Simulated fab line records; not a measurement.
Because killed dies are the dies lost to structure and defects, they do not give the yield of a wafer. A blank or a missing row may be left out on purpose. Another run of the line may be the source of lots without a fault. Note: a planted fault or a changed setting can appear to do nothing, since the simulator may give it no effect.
fab line records -- flow sfqLine
[record] lots = 15, wafers = 45, lastDay = 81
route steps=325 shown M4@158 I4@171 JJ@179
lots that met no fault: taken from a fault-free run of the same line
startH: hours from the record's opening day to when the first of the lot's shown wafers began -- waitH: hours since the lot's step before -- " same as the row above -- L1.1+2: one row covering several wafers at once -- - no value present, or no start provided -- * or withheld: withheld -- < > ~ a bound
route shown NAME@n: NAME is a module with steps in the file, n the number in the route of the first one -- usual: the fault-free wafers' mean and standard deviation -- same: alike in all rows -- chamber/n: place in a boat -- sites: the reading at each site -- _std_site: standard deviation across them -- _edge_site: mean of outer sites minus mean of inner sites -- radiusMm: how far each site lies from the wafer's centre -- mask NAME#n: copy n -- behind: the tool/chamber that last shaped the wafer -- hold: why the lot went on hold/how many hours it stayed there/how the hold came to an end -- device: the n, p or np transistor that did not switch -- end of line: tests of these same wafers at the route's end -- a step without rows: its recipe alone -- killed: dies that structure and defects cost at the first sort, which is not the same as the wafer's yield -- map: per-die view of a wafer (x killed, . not killed, _ where there is no die)
set.NAME: the setting the step ran with; set.NAME@STEP: the setting that earlier step ran with -- model.NAME: the simulator's own value behind a step, which no gauge read
the route's steps for a sample of lots (tables are steps, rows are wafers)
services: the hour from which a tool's chamber was out of use, counted from the record's first day as startH (under 0 if before that day), plus the number of hours and why
[[steps]]
[step SFQ_M4_OVL_MEAS_926]
[usual] M4_OVL = -1/6.2
lot.wafer,tool,chamber,startH,waitH,M4_OVL[nm]
L370.2,overlay-02,-,854.36,0.1,6
L370.4,overlay-02,-,854.36,0.1,8
L370.6,overlay-02,-,854.36,0.1,9
L372.3,overlay-02,-,860.97,0.1,0
L372.4,overlay-02,-,860.97,0.1,-3
L372.5,overlay-02,-,860.97,0.1,1
L373.1,overlay-02,-,875.18,0.1,-9
L373.5,overlay-02,-,875.18,0.1,-7
L373.6,overlay-02,-,875.18,0.1,-4
L374.2,overlay-01,-,885.99,0.1,3
L374.3,overlay-01,-,885.99,0.1,16
L374.5,overlay-01,-,885.99,0.1,11
L375.4,overlay-01,-,910.55,0.1,1
L375.5,overlay-01,-,910.55,0.1,6
L375.6,overlay-01,-,910.55,0.1,-3
L376.3,overlay-02,-,918.94,0.1,3
L376.4,overlay-02,-,918.94,0.1,4
L376.5,overlay-02,-,918.94,0.1,8
L377.1,overlay-02,-,921.33,0.1,-1
L377.3,overlay-02,-,921.33,0.1,0
L377.6,overlay-02,-,921.33,0.1,-1
L378.1,overlay-01,-,1034.25,0.1,-1
L378.2,overlay-01,-,1034.25,0.1,7
L378.4,overlay-01,-,1034.25,0.1,-2
L386.2,overlay-01,-,1170.54,0.1,2
L386.5,overlay-01,-,1170.54,0.1,3
L386.6,overlay-01,-,1170.54,0.1,0
L387.1,overlay-01,-,1171.73,0.1,-8
L387.5,overlay-01,-,1171.73,0.1,3
L387.6,overlay-01,-,1171.73,0.1,5
L388.1,overlay-01,-,1172.93,0.1,-6
L388.3,overlay-01,-,1172.93,0.1,-6
L388.5,overlay-01,-,1172.93,0.1,-9
L389.2,overlay-01,-,1174.14,0.1,-3
L389.3,overlay-01,-,1174.14,0.1,-4
L389.5,overlay-01,-,1174.14,0.1,-7
L390.2,overlay-01,-,1176.54,0.1,-14
L390.4,overlay-01,-,1176.54,0.1,-12
L390.5,overlay-01,-,1176.54,0.1,-3
L391.1,overlay-01,-,1182.53,0.1,1
L391.2,overlay-01,-,1182.53,0.1,-1
L391.3,overlay-01,-,1182.53,0.1,-6
L392.1,overlay-01,-,1293.10,0.1,-2
L392.4,overlay-01,-,1293.10,0.1,-1
L392.5,overlay-01,-,1293.10,0.1,-1
[step SFQ_TRILAYER_M4_STRIP_STRIP_097]
[recipe] gas = O2, powerW = 200, platenTempC = 40, overashFraction = 0.65, chemistry = O2, pressureMtorr = 50
[usual] drypumpMotorCurrentA = 5.88/0.3, oesProductAu = 1.002/0.01, platenTempC = 40.01/0.094
lot.wafer,tool,chamber,startH,waitH,drypumpMotorCurrentA,oesProductAu,platenTempC,rfHoursCounterH
L370.2,rieMetal-01,1,854.58,0.1,5.71,0.993,40.18,12
L370.4,rieMetal-01,1,854.58,0.1,5.72,0.987,40.16,-
L370.6,rieMetal-01,0,854.58,0.1,5.80,0.993,39.84,-
L372.3,rieMetal-04,1,861.38,0.2,5.69,1.014,40.06,-
L372.4,rieMetal-04,0,861.38,0.2,6.33,1.000,40.03,-
L372.5,rieMetal-04,1,861.38,0.2,5.71,1.026,39.91,-
L373.1,rieMetal-03,0,875.40,0.1,5.54,1.018,39.97,152
L373.5,rieMetal-03,0,875.40,0.1,5.56,1.021,40.10,-
L373.6,rieMetal-03,1,875.40,0.1,6.28,1.013,40.11,-
L374.2,rieMetal-04,0,886.20,0.1,6.33,1.009,40.00,42
L374.3,rieMetal-04,0,886.20,0.1,6.33,1.011,40.13,-
L374.5,rieMetal-04,0,886.20,0.1,6.34,1.009,40.09,-
L375.4,rieMetal-01,1,910.95,0.2,5.69,1.005,40.15,-
L375.5,rieMetal-01,0,910.95,0.2,5.77,1.000,39.96,-
L375.6,rieMetal-01,1,910.95,0.2,5.77,1.003,39.94,-
L376.3,rieMetal-03,0,919.35,0.2,5.54,0.993,40.13,-
L376.4,rieMetal-03,1,919.35,0.2,6.30,0.998,39.81,-
L376.5,rieMetal-03,1,919.35,0.2,6.28,1.008,39.94,-
L377.1,rieMetal-03,0,921.55,0.1,5.55,0.991,39.89,4
L377.3,rieMetal-03,1,921.55,0.1,6.30,0.998,39.97,-
L377.6,rieMetal-03,0,921.55,0.1,5.56,0.988,39.95,-
L378.1,rieMetal-01,0,1034.47,0.1,5.77,1.005,40.15,9
L378.2,rieMetal-01,1,1034.47,0.1,5.74,0.999,40.15,38
L378.4,rieMetal-01,1,1034.47,0.1,5.73,0.995,40.08,-
L386.2,rieMetal-01,0,1170.75,0.1,5.79,1.003,39.90,32
L386.5,rieMetal-01,1,1170.75,0.1,5.75,0.984,40.08,-
L386.6,rieMetal-01,0,1170.75,0.1,5.75,1.006,40.05,-
L387.1,rieMetal-03,1,1171.95,0.1,6.31,1.006,39.91,13
L387.5,rieMetal-03,1,1171.95,0.1,6.29,1.012,40.02,-
L387.6,rieMetal-03,0,1171.95,0.1,5.55,0.998,39.92,-
L388.1,rieMetal-01,1,1173.15,0.1,5.71,0.985,40.06,61
L388.3,rieMetal-01,1,1173.15,0.1,5.73,0.984,40.02,-
L388.5,rieMetal-01,0,1173.15,0.1,5.77,1.013,40.04,-
L389.2,rieMetal-03,0,1174.35,0.1,5.56,0.998,40.10,46
L389.3,rieMetal-03,0,1174.35,0.1,5.56,1.002,39.93,-
L389.5,rieMetal-03,1,1174.35,0.1,6.28,1.009,39.99,-
L390.2,rieMetal-04,0,1176.75,0.1,6.33,1.007,40.11,86
L390.4,rieMetal-04,0,1176.75,0.1,6.33,1.012,40.02,-
L390.5,rieMetal-04,0,1176.75,0.1,6.33,1.010,39.96,-
L391.1,rieMetal-01,1,1182.75,0.1,5.70,0.983,39.97,63
L391.2,rieMetal-01,0,1182.75,0.1,5.77,1.008,40.01,34
L391.3,rieMetal-01,1,1182.75,0.1,5.72,0.989,40.21,-
L392.1,rieMetal-01,1,1293.32,0.1,5.75,1.005,40.13,77
L392.4,rieMetal-01,0,1293.32,0.1,5.80,1.013,39.96,-
L392.5,rieMetal-01,1,1293.32,0.1,5.77,1.004,40.18,-
[step SFQ_TRILAYER_I4_VIA_LITHO_PEB_106]
[recipe] pebTempC = 115, pebTimeS = 60, resist = KrF
[usual] chillPlateTempC = 23.00/0.1, exhaustPa = 45.0/0.96
lot.wafer,tool,chamber,startH,waitH,chillPlateTempC,exhaustPa
L370.2,lithoTrack-02,0,877.30,0.8,22.89,44.5
L370.4,lithoTrack-02,0,877.30,0.8,22.96,43.4
L370.6,lithoTrack-02,0,877.30,0.8,22.76,45.4
L372.3,lithoTrack-02,0,888.13,0.7,22.93,46.8
L372.4,lithoTrack-02,0,888.13,0.7,22.95,46.1
L372.5,lithoTrack-02,0,888.13,0.7,23.05,46.6
L373.1,lithoTrack-04,0,904.68,1.0,23.02,45.6
L373.5,lithoTrack-04,0,904.68,1.0,23.04,44.2
L373.6,lithoTrack-04,0,904.68,1.0,22.95,45.8
L374.2,lithoTrack-02,0,916.25,0.8,23.11,48.2
L374.3,lithoTrack-02,0,916.25,0.8,22.88,47.4
L374.5,lithoTrack-02,0,916.25,0.8,23.09,46.2
L375.4,lithoTrack-04,0,926.30,0.5,23.18,44.6
L375.5,lithoTrack-04,0,926.30,0.5,23.16,44.7
L375.6,lithoTrack-04,0,926.30,0.5,23.10,46.2
L376.3,lithoTrack-02,-,931.07,0.7,-,-
L376.4,lithoTrack-02,-,931.07,0.7,-,-
L376.5,lithoTrack-02,-,931.07,0.7,-,-
L377.1,lithoTrack-02,-,933.42,1.0,-,-
L377.3,lithoTrack-02,-,933.42,1.0,-,-
L377.6,lithoTrack-02,-,933.42,1.0,-,-
L378.1,lithoTrack-03,-,1046.40,1.0,-,-
L378.2,lithoTrack-03,-,1046.40,1.0,-,-
L378.4,lithoTrack-03,-,1046.40,1.0,-,-
L386.2,lithoTrack-02,0,1288.03,0.8,23.01,44.9
L386.5,lithoTrack-02,0,1288.03,0.8,23.04,45.4
L386.6,lithoTrack-02,0,1288.03,0.8,22.96,44.4
L387.1,lithoTrack-04,0,1290.40,1.0,22.99,44.6
L387.5,lithoTrack-04,0,1290.40,1.0,23.08,44.0
L387.6,lithoTrack-04,0,1290.40,1.0,23.02,45.3
L388.1,lithoTrack-03,0,1291.60,1.0,23.11,44.3
L388.3,lithoTrack-03,0,1291.60,1.0,22.97,45.2
L388.5,lithoTrack-03,0,1291.60,1.0,23.02,45.3
L389.2,lithoTrack-02,0,1295.23,0.8,22.81,44.6
L389.3,lithoTrack-02,0,1295.23,0.8,22.98,45.8
L389.5,lithoTrack-02,0,1295.23,0.8,22.78,45.6
L390.2,lithoTrack-03,0,1296.43,0.8,23.25,44.2
L390.4,lithoTrack-03,0,1296.43,0.8,23.03,45.4
L390.5,lithoTrack-03,0,1296.43,0.8,23.13,44.9
L391.1,lithoTrack-02,0,1297.73,1.0,22.92,44.3
L391.2,lithoTrack-02,0,1297.73,1.0,23.05,44.8
L391.3,lithoTrack-02,0,1297.73,1.0,22.90,45.2
L392.1,lithoTrack-02,0,1300.45,1.0,22.99,45.0
L392.4,lithoTrack-02,0,1300.45,1.0,22.91,45.0
L392.5,lithoTrack-02,0,1300.45,1.0,22.96,43.9
[step SFQ_TRILAYER_JJ_TRILAYER_DEP_SPUTTER_109]
[recipe] material = Nb, basePressurePa = 1.33e-06, chamberPressurePa = 0.1333, substrateTempC = 20, targetThkNm = 150, powerW = 2000, timeS = 100
[usual] basePressurePa = 1.33e-06/1e-07, throttleValvePct = 30.3/1.2
lot.wafer,tool,chamber,startH,waitH,basePressurePa,throttleValvePct
L370.2,pvdSputter-05,-,878.57,0.0,1.19e-06,30.2
L370.4,pvdSputter-05,-,878.57,0.0,1.34e-06,29.9
L370.6,pvdSputter-05,-,878.57,0.0,1.3e-06,30.3
L372.3,pvdSputter-05,-,889.97,0.0,1.56e-06,30.2
L372.4,pvdSputter-05,-,889.97,0.0,1.33e-06,29.2
L372.5,pvdSputter-05,-,889.97,0.0,1.46e-06,32.9
L373.1,pvdSputter-04,-,905.99,0.0,1.26e-06,30.2
L373.5,pvdSputter-04,-,905.99,0.0,1.34e-06,30.4
L373.6,pvdSputter-04,-,905.99,0.0,1.58e-06,31.5
L374.2,pvdSputter-05,-,917.52,0.0,1.4e-06,32.5
L374.3,pvdSputter-05,-,917.52,0.0,1.29e-06,29.8
L374.5,pvdSputter-05,-,917.52,0.0,1.12e-06,30.1
L375.4,pvdSputter-05,-,927.53,0.0,1.31e-06,29.9
L375.5,pvdSputter-05,-,927.53,0.0,1.16e-06,30.0
L375.6,pvdSputter-05,-,927.53,0.0,1.44e-06,28.8
L376.3,pvdSputter-05,-,932.32,0.0,1.32e-06,30.0
L376.4,pvdSputter-05,-,932.32,0.0,1.36e-06,32.7
L376.5,pvdSputter-05,-,932.32,0.0,1.26e-06,30.0
L377.1,pvdSputter-06,-,934.72,0.0,1.35e-06,28.9
L377.3,pvdSputter-06,-,934.72,0.0,1.4e-06,28.7
L377.6,pvdSputter-06,-,934.72,0.0,1.36e-06,28.7
L378.1,pvdSputter-04,-,1047.89,0.0,1.25e-06,31.2
L378.2,pvdSputter-04,-,1047.89,0.0,1.35e-06,30.3
L378.4,pvdSputter-04,-,1047.89,0.0,1.5e-06,31.8
L386.2,pvdSputter-04,-,1289.30,0.0,1.45e-06,31.6
L386.5,pvdSputter-04,-,1289.30,0.0,1.19e-06,31.3
L386.6,pvdSputter-04,-,1289.30,0.0,1.48e-06,31.2
L387.1,pvdSputter-06,-,1291.70,0.0,1.26e-06,29.0
L387.5,pvdSputter-06,-,1291.70,0.0,1.36e-06,30.9
L387.6,pvdSputter-06,-,1291.70,0.0,1.32e-06,28.9
L388.1,pvdSputter-05,-,1292.90,0.0,1.25e-06,29.7
L388.3,pvdSputter-05,-,1292.90,0.0,1.22e-06,29.0
L388.5,pvdSputter-05,-,1292.90,0.0,1.3e-06,30.2
L389.2,pvdSputter-04,-,1296.50,0.0,1.16e-06,31.9
L389.3,pvdSputter-04,-,1296.50,0.0,1.19e-06,31.3
L389.5,pvdSputter-04,-,1296.50,0.0,1.39e-06,31.3
L390.2,pvdSputter-06,-,1297.70,0.0,1.33e-06,29.1
L390.4,pvdSputter-06,-,1297.70,0.0,1.39e-06,28.9
L390.5,pvdSputter-06,-,1297.70,0.0,1.46e-06,28.7
L391.1,pvdSputter-05,-,1299.02,0.0,1.35e-06,30.1
L391.2,pvdSputter-05,-,1299.02,0.0,1.31e-06,29.8
L391.3,pvdSputter-05,-,1299.02,0.0,1.4e-06,28.8
L392.1,pvdSputter-04,-,1301.74,0.0,1.34e-06,30.2
L392.4,pvdSputter-04,-,1301.74,0.0,1.28e-06,31.4
L392.5,pvdSputter-04,-,1301.74,0.0,1.47e-06,31.0
[[services]]
tool,chamber,startH,hours,kind
pvdSputter-06,-,871.40,3.2,repair
rieMetal-03,0,884.34,-,clean
rieMetal-03,0,884.34,14.4,scheduledDown
rieMetal-03,0,884.34,14.4,ventCycle
pvdSputter-05,-,908.62,4.8,repair
rieMetal-01,0,941.40,-,clean
rieMetal-01,0,941.40,15.3,scheduledDown
rieMetal-01,0,941.40,15.3,ventCycle
pvdSputter-06,-,979.65,3.6,repair
rieMetal-03,-,983.29,1.4,pm
pvdSputter-06,-,1030.09,5.5,repair
rieMetal-01,-,1037.22,4.5,repair
pvdSputter-06,-,1103.72,2.3,repair
pvdSputter-05,-,1104.82,2.1,repair
rieMetal-03,-,1118.96,0.3,repair
pvdSputter-06,-,1138.55,11.2,repair
pvdSputter-05,-,1153.45,1.3,repair
pvdSputter-05,-,1168.23,1.8,repair
pvdSputter-05,-,1175.74,4.1,repair
pvdSputter-04,-,1209.22,3.9,repair
pvdSputter-05,-,1227.69,2.8,repair
pvdSputter-04,-,1238.56,39.6,repair
pvdSputter-04,-,1244.69,22.4,repair
rieMetal-01,1,1255.69,4.8,repair
[[key]]
[firstSign] step = SFQ_TRILAYER_I4_VIA_LITHO_PEB_106, reading = toolRecord, direction = missing
effect none on later readings
metAt SFQ_TRILAYER_I4_VIA_LITHO_PEB_106
struckLots L376,L377,L378
notActingAt SFQ_M4_OVL_MEAS_926,SFQ_TRILAYER_M4_STRIP_STRIP_097,SFQ_TRILAYER_JJ_TRILAYER_DEP_SPUTTER_109
onsetBetween 916.25 931.07
[fault] kind = skippedStepWhole, tool = lithoTrack-02,lithoTrack-03, chamber = -, onsetH = 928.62, steps = SFQ_TRILAYER_I4_VIA_LITHO_PEB_106, scope = struckLotsOnly
